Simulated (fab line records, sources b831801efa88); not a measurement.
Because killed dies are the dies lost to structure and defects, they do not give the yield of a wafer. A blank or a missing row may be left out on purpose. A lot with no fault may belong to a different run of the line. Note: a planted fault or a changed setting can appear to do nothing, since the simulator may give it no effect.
fab line records | flow sky130
[record] lots = 6 wafers = 18 lastDay = 50
route steps=708 shown VT_ADJUST_LVTN@113 VT_ADJUST_NCORE@119 VT_ADJUST_HVTR@131 PAD_OPEN@708
lots that met no fault: from a run of the same line without faults
startH: hours from the record's opening day to when the first of the lot's shown wafers began | waitH: time in hours since the lot's previous step | " the same as in the row above | L1.1+2: a row that stands for several wafers | - no value, or no start given | * or withheld: withheld | < > ~ a bound
route shown NAME@n: a module of which the file shows steps, and the number in the route of the first | usual: the fault-free wafers' mean and standard deviation | same: alike in all rows | chamber/n: place in a boat | sites: the reading at each site | _std_site: how widely they spread, as a standard deviation | _edge_site: outer sites' mean less inner sites' | radiusMm: for every site, how far away it sits from the centre of the wafer | mask NAME#n: copy n | behind: the last tool/chamber to shape the wafer | hold: why the lot was held/for how many hours/how that ended | device: whichever transistor did not switch (one of n, p or np) | end of line: tests of these same wafers at the route's end | a step given without rows: its recipe and nothing more | killed: at the first sort, the dies lost to defects and structure; wafer yield is something else | map: a wafer's dies, marking killed ones x, the rest . and places with no die _
set.NAME: the setting as run; set.NAME@STEP: as run at that earlier step | model.NAME: the simulator's own value behind a step, which no gauge read
lots at selected steps of the route; one table per step, one row per wafer
services: from which hour (startH, from the record's first day; less than 0 if before it) a tool's chamber was out of use, for how many hours, and why
[[steps]]
[step SKY_VT_ADJUST_LVTN_PEB_16]
[recipe] tempC = withheld timeS = * resist = NOVOLAK
[step SKY_VT_ADJUST_LVTN_DEVELOP_17]
[recipe] resist = NOVOLAK developer = TMAH developTimeS = 60 devTempC = 23
[step SKY_VT_ADJUST_LVTN_OVL_MEAS_18]
[usual] VT_ADJUST_LVTN_01_OVL = 0.7/1.5
// columns lot.wafer tool chamber startH waitH VT_ADJUST_LVTN_01_OVL[nm]
L228.1 overlay-01 - 168.75 0.1 1.4
L228.4 " - " " 3.0
L228.5 " - " " 1.7
L234.1 overlay-01 - 230.67 0.1 0.0
L234.2 " - " " -1.8
L234.6 " - " " -0.7
L244.2 overlay-01 - 283.17 0.1 0.7
L244.4 " - " " 0.7
L244.5 " - " " -0.2
L245.2 overlay-02 - 285.63 0.1 2.5
L245.5 " - " " 1.4
L245.6 " - " " 2.5
L248.2 overlay-01 - 312.12 0.1 1.6
L248.3 " - " " 1.9
L248.5 " - " " 2.1
L249.4 overlay-01 - 317.66 0.1 -0.4
L249.5 " - " " 0.0
L249.6 " - " " 0.5
[step SKY_VT_ADJUST_LVTN_IMPLANT_19]
[recipe] species = B energyKev = 30 doseCm2 = 6.5e+11 tiltDeg = withheld
[step SKY_VT_ADJUST_LVTN_STRIP_20]
[recipe] chemistry = O2/N2 powerW = 1400 pressureMtorr = 1500 platenTempC = withheld o2FlowSccm = 3000 n2FlowSccm = 300 overashFraction = 0.5
[usual] drypumpMotorCurrentA = 5.5/0.53 oesProductAu = 0.715/0.0046 stripTimeToEndpointS = 14.21/0.041
// columns lot.wafer tool chamber startH waitH drypumpMotorCurrentA oesProductAu rfHoursCounterH stripTimeToEndpointS
L228.1 plasmaAsher-02 1 168.93 0.1 6.4 0.718 35 14.21
L228.4 " 0 " " 5.8 0.721 - 14.14
L228.5 " 1 " " 6.4 0.708 - 14.16
L234.1 plasmaAsher-04 0 230.86 0.1 5.7 0.716 52 14.18
L234.2 " 1 " " 5.2 0.713 52 14.23
L234.6 " 0 " " 5.7 0.716 - 14.23
L244.2 plasmaAsher-04 1 283.35 0.1 5.2 0.710 58 14.19
L244.4 " 1 " " 5.2 0.717 - 14.21
L244.5 " 0 " " 5.7 0.714 - 14.20
L245.2 plasmaAsher-03 0 285.81 0.1 4.9 0.713 15 14.16
L245.5 " 1 " " 4.9 0.721 - 14.20
L245.6 " 0 " " 4.9 0.717 - 14.17
L248.2 plasmaAsher-02 0 312.30 0.1 5.9 0.727 51 14.22
L248.3 " 1 " " 6.3 0.718 - 14.27
L248.5 " 0 " " 5.8 0.717 - 14.22
L249.4 plasmaAsher-02 1 317.87 0.1 6.4 0.715 - 14.16
L249.5 " 1 " " 6.4 0.722 - 14.18
L249.6 " 0 " " 5.9 0.715 - 14.15
[step SKY_VT_ADJUST_LVTN_TW_MEAS_21]
[usual] VT_ADJUST_LVTN_2_TW = 188.2/1.3
// columns lot.wafer tool chamber startH waitH VT_ADJUST_LVTN_2_TW
L228.1 filmMetro-01 - 169.03 0.1 187.4
L228.4 " - " " 188.2
L228.5 " - " " 187.1
L234.1 filmMetro-02 - 230.96 0.1 189.4
L234.2 " - " " 189.1
L234.6 " - " " 189.0
L244.2 filmMetro-03 - 283.46 0.1 187.5
L244.4 " - " " 186.3
L244.5 " - " " 187.0
L245.2 filmMetro-03 - 285.92 0.1 186.9
L245.5 " - " " 186.3
L245.6 " - " " 185.8
L248.2 filmMetro-03 - 312.41 0.1 187.9
L248.3 " - " " 187.3
L248.5 " - " " 186.5
L249.4 filmMetro-03 - 317.96 0.1 187.5
L249.5 " - " " 187.0
L249.6 " - " " 187.4
[step SKY_VT_ADJUST_NCORE_DEHYDRATE_00]
[recipe] tempC = 200 timeS = 60
[step SKY_VT_ADJUST_NCORE_HMDS_01]
[recipe] primeTimeS = 60 primeTempC = 120
[step SKY_VT_ADJUST_NCORE_COAT_02]
[recipe] resist = NOVOLAK spinRpm = 3042 resistThkNm = 1140
[step SKY_VT_ADJUST_NCORE_SOFTBAKE_03]
[recipe] tempC = 90 timeS = 60 resist = NOVOLAK
[step SKY_VT_ADJUST_NCORE_EXPOSE_04]
[recipe] maskId = LVTN_COMPLEMENT_THIN na = 0.6 sourceShape = conventional sigmaOuter = 0.6 polarization = unpolarized targetCdNm = 380 doseMj = 139
[step SKY_VT_ADJUST_NCORE_PEB_05]
[recipe] tempC = withheld timeS = * resist = NOVOLAK
[step SKY_VT_ADJUST_NCORE_DEVELOP_06]
[recipe] resist = NOVOLAK developer = TMAH developTimeS = 60 devTempC = 23
// columns lot.wafer tool chamber startH waitH
L228.1+4+5 lithoTrack-03 0 189.76 0.1
L234.1+2+6 lithoTrack-04 0 253.28 0.1
L244.2+4+5 lithoTrack-04 0 308.41 0.1
L245.2+5+6 lithoTrack-04 0 311.61 0.1
L248.2+3+5 lithoTrack-02 0 338.52 0.1
L249.4+5+6 lithoTrack-02 0 343.72 0.1
[step SKY_VT_ADJUST_NCORE_OVL_MEAS_08]
[usual] VT_ADJUST_NCORE_OVL = 0.5/1.1
// columns lot.wafer tool chamber startH waitH VT_ADJUST_NCORE_OVL[nm]
L228.1 overlay-01 - 190.03 0.1 1.6
L228.4 " - " " 0.6
L228.5 " - " " 1.3
L234.1 overlay-01 - 253.55 0.1 -0.3
L234.2 " - " " 0.3
L234.6 " - " " 0.6
L244.2 overlay-02 - 308.66 0.1 -0.9
L244.4 " - " " -0.2
L244.5 " - " " -0.5
L245.2 overlay-01 - 311.86 0.1 1.4
L245.5 " - " " 0.9
L245.6 " - " " 0.0
L248.2 overlay-02 - 338.77 0.1 -1.9
L248.3 " - " " -0.1
L248.5 " - " " -0.4
L249.4 overlay-02 - 343.93 0.1 0.8
L249.5 " - " " 1.8
L249.6 " - " " 0.2
[step SKY_VT_ADJUST_NCORE_IMPLANT_09]
[recipe] species = B energyKev = 10 doseCm2 = 2.4e+12 tiltDeg = withheld
[step SKY_VT_ADJUST_NCORE_STRIP_10]
[recipe] chemistry = O2/N2 powerW = 1400 pressureMtorr = 1500 platenTempC = withheld o2FlowSccm = 3000 n2FlowSccm = 300 overashFraction = 0.5
[usual] drypumpMotorCurrentA = 5.2/0.39 oesProductAu = 0.715/0.0049 stripTimeToEndpointS = 14.12/0.035
// columns lot.wafer tool chamber startH waitH drypumpMotorCurrentA oesProductAu rfHoursCounterH stripTimeToEndpointS
L228.1 plasmaAsher-03 0 190.22 0.1 4.9 0.720 7 14.14
L228.4 " 0 " " 4.9 0.718 - 14.12
L228.5 " 0 " " 4.9 0.717 - 14.14
L234.1 plasmaAsher-04 1 253.74 0.1 5.2 0.721 54 14.12
L234.2 " 0 " " 5.7 0.720 54 14.12
L234.6 " 0 " " 5.7 0.716 - 14.12
L244.2 plasmaAsher-04 1 308.84 0.1 5.2 0.713 60 14.16
L244.4 " 0 " " 5.7 0.705 - 14.15
L244.5 " 0 " " 5.7 0.713 - 14.12
L245.2 plasmaAsher-01 1 312.04 0.1 5.0 0.711 62 14.20
L245.5 " 1 " " 4.9 0.706 - 14.16
L245.6 " 0 " " 6.0 0.721 - 14.18
L248.2 plasmaAsher-03 1 338.95 0.1 4.9 0.711 19 14.08
L248.3 " 1 " " 4.9 0.720 - 14.12
L248.5 " 1 " " 4.9 0.713 - 14.13
L249.4 plasmaAsher-03 1 344.14 0.1 4.9 0.705 - 14.16
L249.5 " 0 " " 4.9 0.714 - 14.15
L249.6 " 1 " " 4.9 0.716 - 14.14
[step SKY_VT_ADJUST_NCORE_TW_MEAS_11]
[usual] VT_ADJUST_NCORE_TW = 220.0/1.6
// columns lot.wafer tool chamber startH waitH VT_ADJUST_NCORE_TW
L228.1 filmMetro-01 - 190.32 0.1 219.3
L228.4 " - " " 218.9
L228.5 " - " " 218.4
L234.1 filmMetro-04 - 253.84 0.1 219.9
L234.2 " - " " 222.1
L234.6 " - " " 220.2
L244.2 filmMetro-01 - 308.95 0.1 30.1
L244.4 " - " " 30.2
L244.5 " - " " 30.2
L245.2 filmMetro-04 - 312.15 0.1 30.4
L245.5 " - " " 30.3
L245.6 " - " " 30.5
L248.2 filmMetro-03 - 339.06 0.1 219.3
L248.3 " - " " 219.0
L248.5 " - " " 220.0
L249.4 filmMetro-04 - 344.23 0.1 222.0
L249.5 " - " " 221.8
L249.6 " - " " 222.2
[step SKY_VT_ADJUST_HVTR_DEHYDRATE_00]
[recipe] tempC = 200 timeS = 60
[step SKY_PAD_OPEN_PROBE_99]
[usual] killed_at_M0_to_M3 = 44/7.2 killed_at_M4_up = 3.2/1.8 killedAtContacts = 24/5.4 killedAtFrontEnd = 15/4 killedAtOther = 0.3/0.56 killedDies = 87/9.2 killedOnRim = 17/4 killedOpen = 47/7.3 killedShort = 39/5.7
[same] grossDies = 492 killedAtBackSide = 0
// columns lot.wafer tool chamber startH waitH killed_at_M0_to_M3 killed_at_M4_up killedAtContacts killedAtFrontEnd killedAtOther killedDies killedOnRim killedOpen killedShort model.etest.pfet_16v.rOnOhmUm model.etest.nfet_16v.rOnOhmUm model.etest.pfetG5v0d10v5.rOnOhmUm model.etest.tipP.rsOhmSq model.etest.pfet_01v8.rOnOhmUm model.etest.resPwellUnderGate.rsOhmSq model.etest.nfetG5v0d10v5.rOnOhmUm model.etest.tip_p_5v.rsOhmSq
L228.1 prober-02 - 1080.74 0.1 27 4 32 18 0 81 12 46 35 1.504e+04 1.351e+04 4547 6860 2930 2276 1779 2907
L228.4 prober-02 - 1080.89 0.2 48 5 26 24 0 103 18 61 42 1.483e+04 1.34e+04 4543 6882 2953 2278 1769 2880
L228.5 prober-02 - 1080.94 0.2 46 4 22 23 0 95 18 49 46 1.499e+04 1.354e+04 4520 6904 3022 2282 1795 2886
L234.1 prober-02 - 1135.45 0.1 51 3 22 18 0 94 23 55 38 1.525e+04 1.386e+04 4524 6782 2792 2271 1791 2828
L234.2 prober-02 - 1135.50 0.1 42 3 19 16 0 80 17 43 36 1.488e+04 1.385e+04 4583 6794 2816 2275 1803 2810
L234.6 prober-02 - 1135.70 0.2 40 1 16 10 0 67 17 42 25 1.555e+04 1.393e+04 4513 6796 2820 2278 1824 2827
L244.2 prober-02 - 1173.82 0.1 48 2 25 417 0 492 96 53 34 1.708e+04 1.06e+04 5720 7525 3363 2600 1517 3016
L244.4 prober-02 - 1173.92 0.2 41 1 19 431 0 492 96 40 39 1.754e+04 1.072e+04 5666 7512 3295 2596 1532 3053
L244.5 prober-02 - 1173.97 0.2 50 3 27 412 0 492 96 46 44 1.739e+04 1.067e+04 5801 7577 3388 2578 1540 3024
L245.2 prober-01 - 1178.56 0.1 38 0 29 424 1 492 96 50 31 1.812e+04 1.084e+04 5933 7532 3354 2579 1561 3078
L245.5 prober-01 - 1178.71 0.2 55 4 31 402 0 492 96 61 39 1.817e+04 1.083e+04 5881 7452 3280 2576 1545 3081
L245.6 prober-01 - 1178.76 0.2 49 0 27 416 0 492 96 58 29 1.787e+04 1.072e+04 5838 7555 3335 2584 1549 3079
L248.2 prober-02 - 1191.69 0.1 29 2 20 14 1 66 11 36 30 1.515e+04 1.351e+04 4599 6945 2916 2294 1809 2876
L248.3 prober-02 - 1191.74 0.2 40 7 21 17 0 85 15 35 50 1.525e+04 1.351e+04 4615 6998 2976 2298 1805 2868
L248.5 prober-02 - 1191.84 0.2 44 0 25 17 0 86 18 50 36 1.525e+04 1.346e+04 4592 7019 2943 2299 1808 2862
L249.4 prober-01 - 1196.38 0.2 57 2 25 11 1 96 23 43 51 1.457e+04 1.337e+04 4474 6568 2730 2298 1777 2849
L249.5 prober-01 - 1196.43 0.2 44 3 23 19 0 89 13 51 36 1.485e+04 1.337e+04 4449 6548 2740 2284 1781 2861
L249.6 prober-01 - 1196.48 0.2 54 1 13 17 0 85 20 42 41 1.476e+04 1.333e+04 4449 6531 2748 2297 1780 2894
// killed by level:class
L228.1 LI_CONTACT:geometricParticle:open=11 FIELD_ISO:geometricParticle:open=7 CONTACT:geometricParticle:open=7 LI_CONTACT:geometricParticle:short=6 CONTACT:geometricParticle:short=6 VIA2:geometricParticle:open=6 VIA1:geometricParticle:open=5 POLY_GATE:geometricParticle:short=4
L228.4 VIA3:geometricParticle:open=12 CONTACT:geometricParticle:open=10 VIA1:geometricParticle:open=10 METAL2:geometricParticle:short=8 VIA2:geometricParticle:open=7 FIELD_ISO:geometricParticle:open=6 POLY_GATE:geometricParticle:open=6 FIELD_ISO:geometricParticle:short=5
L228.5 VIA1:geometricParticle:open=15 CONTACT:geometricParticle:open=10 POLY_GATE:geometricParticle:short=8 FIELD_ISO:geometricParticle:short=6 METAL2:geometricParticle:short=6 LOCAL_INTERCONNECT:geometricParticle:short=5 FIELD_ISO:geometricParticle:open=4 VIA1:geometricParticle:short=4
L234.1 CONTACT:geometricParticle:open=15 VIA2:geometricParticle:open=12 METAL2:geometricParticle:short=7 VIA3:geometricParticle:open=6 VIA1:geometricParticle:short=5 VIA1:geometricParticle:open=5 FIELD_ISO:geometricParticle:open=4 FIELD_ISO:geometricParticle:short=4
L234.2 VIA1:geometricParticle:open=10 METAL1:geometricParticle:short=9 CONTACT:geometricParticle:open=6 VIA2:geometricParticle:open=6 FIELD_ISO:geometricParticle:short=5 LI_CONTACT:geometricParticle:open=4 POLY_CUT:geometricParticle:open=3 METAL4:geometricParticle:short=3
L234.6 VIA1:geometricParticle:open=12 LI_CONTACT:geometricParticle:open=10 VIA3:geometricParticle:open=7 VIA1:geometricParticle:short=6 VIA2:geometricParticle:open=6 POLY_GATE:geometricParticle:short=3 LOCAL_INTERCONNECT:geometricParticle:short=3 METAL1:geometricParticle:short=3
L244.2 VT_ADJUST_NCORE:areaDevelop=405 VIA1:geometricParticle:open=14 CONTACT:geometricParticle:open=10 FIELD_ISO:geometricParticle:open=6 CONTACT:geometricParticle:short=6 VIA1:geometricParticle:short=6 VIA3:geometricParticle:open=6 LI_CONTACT:geometricParticle:open=5
L244.4 VT_ADJUST_NCORE:areaDevelop=413 VIA1:geometricParticle:short=8 CONTACT:geometricParticle:open=8 VIA2:geometricParticle:open=7 CONTACT:geometricParticle:short=6 POLY_GATE:geometricParticle:open=5 VIA1:geometricParticle:open=5 METAL2:geometricParticle:short=5
L244.5 VT_ADJUST_NCORE:areaDevelop=402 VIA2:geometricParticle:open=11 VIA1:geometricParticle:open=9 CONTACT:geometricParticle:short=7 VIA3:geometricParticle:open=7 LOCAL_INTERCONNECT:geometricParticle:short=6 CONTACT:geometricParticle:open=6 METAL1:geometricParticle:short=5
L245.2 VT_ADJUST_NCORE:areaDevelop=411 CONTACT:geometricParticle:open=10 VIA1:geometricParticle:open=10 VIA3:geometricParticle:open=9 LI_CONTACT:geometricParticle:open=7 CONTACT:geometricParticle:short=6 METAL2:geometricParticle:short=6 LI_CONTACT:geometricParticle:short=5
L245.5 VT_ADJUST_NCORE:areaDevelop=392 VIA1:geometricParticle:open=15 CONTACT:geometricParticle:open=12 VIA2:geometricParticle:open=12 VIA3:geometricParticle:open=8 LI_CONTACT:geometricParticle:short=6 CONTACT:geometricParticle:short=6 METAL1:geometricParticle:short=6
L245.6 VT_ADJUST_NCORE:areaDevelop=405 VIA1:geometricParticle:open=16 LI_CONTACT:geometricParticle:open=10 CONTACT:geometricParticle:open=10 VIA3:geometricParticle:open=7 VIA1:geometricParticle:short=5 VIA2:geometricParticle:open=5 FIELD_ISO:geometricParticle:open=4
L248.2 CONTACT:geometricParticle:open=7 LI_CONTACT:geometricParticle:open=6 VIA1:geometricParticle:open=6 VIA2:geometricParticle:open=5 CONTACT:geometricParticle:short=4 METAL3:geometricParticle:short=4 FIELD_ISO:geometricParticle:short=3 POLY_GATE:geometricParticle:open=3
L248.3 CONTACT:geometricParticle:open=9 VIA3:geometricParticle:open=8 METAL1:geometricParticle:short=7 VIA1:geometricParticle:short=7 LOCAL_INTERCONNECT:geometricParticle:short=6 METAL4:geometricParticle:short=6 POLY_GATE:geometricParticle:short=5 LI_CONTACT:geometricParticle:open=4
L248.5 LI_CONTACT:geometricParticle:open=13 VIA1:geometricParticle:open=13 VIA2:geometricParticle:open=11 LOCAL_INTERCONNECT:geometricParticle:short=5 METAL3:geometricParticle:short=5 SPACER:geometricParticle:short=4 CONTACT:geometricParticle:short=4 VIA3:geometricParticle:short=4
L249.4 METAL1:geometricParticle:short=16 VIA1:geometricParticle:open=12 CONTACT:geometricParticle:open=9 LI_CONTACT:geometricParticle:open=7 VIA3:geometricParticle:open=7 CONTACT:geometricParticle:short=6 METAL2:geometricParticle:short=6 VIA3:geometricParticle:short=6
L249.5 VIA3:geometricParticle:open=13 VIA1:geometricParticle:open=8 FIELD_ISO:geometricParticle:open=6 CONTACT:geometricParticle:open=6 LI_CONTACT:geometricParticle:open=6 CONTACT:geometricParticle:short=6 METAL2:geometricParticle:short=5 VIA3:geometricParticle:short=5
L249.6 VIA1:geometricParticle:open=10 VIA3:geometricParticle:open=10 METAL2:geometricParticle:short=7 VIA1:geometricParticle:short=7 CONTACT:geometricParticle:open=6 METAL1:geometricParticle:short=5 FIELD_ISO:geometricParticle:short=4 CONTACT:geometricParticle:short=4
// map L244.2 (x killed, . not)
__________xxxxxxxxxx_________
________xxxxxxxxxxxxxx_______
______xxxxxxxxxxxxxxxxxx_____
_____xxxxxxxxxxxxxxxxxxxx____
____xxxxxxxxxxxxxxxxxxxxxx___
___xxxxxxxxxxxxxxxxxxxxxxxx__
__xxxxxxxxxxxxxxxxxxxxxxxxxx_
_xxxxxxxxxxxxxxxxxxxxxxxxxxxx
_xxxxxxxxxxxxxxxxxxxxxxxxxxxx
_xxxxxxxxxxxxxxxxxxxxxxxxxxxx
_xxxxxxxxxxxxxxxxxxxxxxxxxxxx
_xxxxxxxxxxxxxxxxxxxxxxxxxxxx
_xxxxxxxxxxxxxxxxxxxxxxxxxxxx
_xxxxxxxxxxxxxxxxxxxxxxxxxxxx
_xxxxxxxxxxxxxxxxxxxxxxxxxxxx
__xxxxxxxxxxxxxxxxxxxxxxxxxx_
___xxxxxxxxxxxxxxxxxxxxxxxx__
____xxxxxxxxxxxxxxxxxxxxxx___
_____xxxxxxxxxxxxxxxxxxxx____
______xxxxxxxxxxxxxxxxxx_____
________xxxxxxxxxxxxxx_______
__________xxxxxxxxxx_________
// map L245.2 (x killed, . not)
__________xxxxxxxxxx_________
________xxxxxxxxxxxxxx_______
______xxxxxxxxxxxxxxxxxx_____
_____xxxxxxxxxxxxxxxxxxxx____
____xxxxxxxxxxxxxxxxxxxxxx___
___xxxxxxxxxxxxxxxxxxxxxxxx__
__xxxxxxxxxxxxxxxxxxxxxxxxxx_
_xxxxxxxxxxxxxxxxxxxxxxxxxxxx
_xxxxxxxxxxxxxxxxxxxxxxxxxxxx
_xxxxxxxxxxxxxxxxxxxxxxxxxxxx
_xxxxxxxxxxxxxxxxxxxxxxxxxxxx
_xxxxxxxxxxxxxxxxxxxxxxxxxxxx
_xxxxxxxxxxxxxxxxxxxxxxxxxxxx
_xxxxxxxxxxxxxxxxxxxxxxxxxxxx
_xxxxxxxxxxxxxxxxxxxxxxxxxxxx
__xxxxxxxxxxxxxxxxxxxxxxxxxx_
___xxxxxxxxxxxxxxxxxxxxxxxx__
____xxxxxxxxxxxxxxxxxxxxxx___
_____xxxxxxxxxxxxxxxxxxxx____
______xxxxxxxxxxxxxxxxxx_____
________xxxxxxxxxxxxxx_______
__________xxxxxxxxxx_________
[[services]]
// columns tool chamber startH hours kind
plasmaAsher-01 - 163.85 1.7 repair
plasmaAsher-02 - 184.35 0.9 repair
plasmaAsher-03 - 239.85 1.7 repair
plasmaAsher-03 - 262.27 14.6 pm
plasmaAsher-01 - 265.96 2.7 repair
plasmaAsher-04 - 301.40 1.2 repair
plasmaAsher-03 - 304.46 11.6 repair
[[key]]
[firstSign] step = SKY_VT_ADJUST_NCORE_TW_MEAS_11 reading = VT_ADJUST_NCORE_TW direction = down sigmas = 99+ usual = 220.0 struck = 30.3
[effect] step = SKY_PAD_OPEN_PROBE_99 reading = killedAtFrontEnd direction = up sigmas = 99+ usual = 15 struck = 417
[modelEffect] step = SKY_PAD_OPEN_PROBE_99 value = etest.pfet_16v.rOnOhmUm without = 1.459e+04 struck = 1.769e+04
[moreKillsBornAt] SKY_VT_ADJUST_NCORE_DEVELOP_06@lithoTrack-04 = 2428
metAt SKY_VT_ADJUST_NCORE_DEVELOP_06
struckWafers L244.2,L244.4,L244.5,L245.2,L245.5,L245.6
testerLeftOut L244,L245
onsetBetween 253.28 308.41
[fault] kind = processParameterDrift tool = lithoTrack-04 chamber = - onsetH = 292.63 steps = SKY_VT_ADJUST_NCORE_DEVELOP_06 channel = developTimeS offset = * shape = step endH = 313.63 actsIn = * stated = *
// testerLeftOut: of these lots the tester's yield and bins aren't shown, on N5 and GAA mostly nor the transistor test; their killed dies are dies lost to structure and defects alone, not to doping, threshold or leakage, so they don't give the yield
